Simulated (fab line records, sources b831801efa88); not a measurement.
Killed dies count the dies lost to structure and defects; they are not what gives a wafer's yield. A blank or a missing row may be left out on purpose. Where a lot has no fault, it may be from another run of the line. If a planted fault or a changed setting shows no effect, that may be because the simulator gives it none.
Matching of chambers | flow sky130 | cmp-02 running SKY_VIA1_CMP_02: 4 sister chambers
The step polishes SiO2. 4 wafers are shown with their chamber, then 9 later ones without.

## WAFERS WITH THEIR CHAMBER
wafer  | chamber | motorCurrentA (A)
L381.1 | 3       | 12.1
L389.2 | 0       | 12.2
L390.2 | 2       | 13.5
L390.6 | 1       | 13.2

## WAFERS WHOSE CHAMBER IS MISSING
wafer  | motorCurrentA (A)
L391.1 | 13.6
L391.2 | 13.9
L391.5 | 11.5
L394.1 | 13.1
L394.2 | 13.0
L394.4 | 11.9
L397.3 | 12.4
L397.5 | 12.0
L397.6 | 12.8

## WHICH CHAMBER EACH WENT THROUGH
wafer  | from the rows above               | in truth
L391.1 | can't be placed: 2 or 1           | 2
L391.2 | can't be placed: 2 or 1           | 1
L391.5 | can't be placed: 3 or 0           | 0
L394.1 | can't be placed: 1 or 2           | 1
L394.2 | can't be placed: 1 or 2 or 0      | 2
L394.4 | can't be placed: 3 or 0           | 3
L397.3 | can't be placed: 0 or 3 or 1      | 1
L397.5 | can't be placed: 3 or 0           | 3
L397.6 | can't be placed: 1 or 0 or 2 or 3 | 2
0 of 9 placed correctly. Cannot be placed on the basis of these rows: 9; the candidates contain the true chamber in 9. Placed wrongly: 0.
How it was worked out, from the rows above alone: a wafer's distance from a chamber is the root of the sum, over the readings, of the square of ((its reading less the chamber's mean) divided by the reading's scatter). If the next closest chamber is less than 2 further off than the closest, the wafer can't be placed; otherwise it belongs to the closest. The mean given for a chamber averages the wafers shown for that chamber. The scatter (one wafer shown for each chamber): square how far every hidden wafer sits from the nearest shown wafer, average those squares and take the square root.
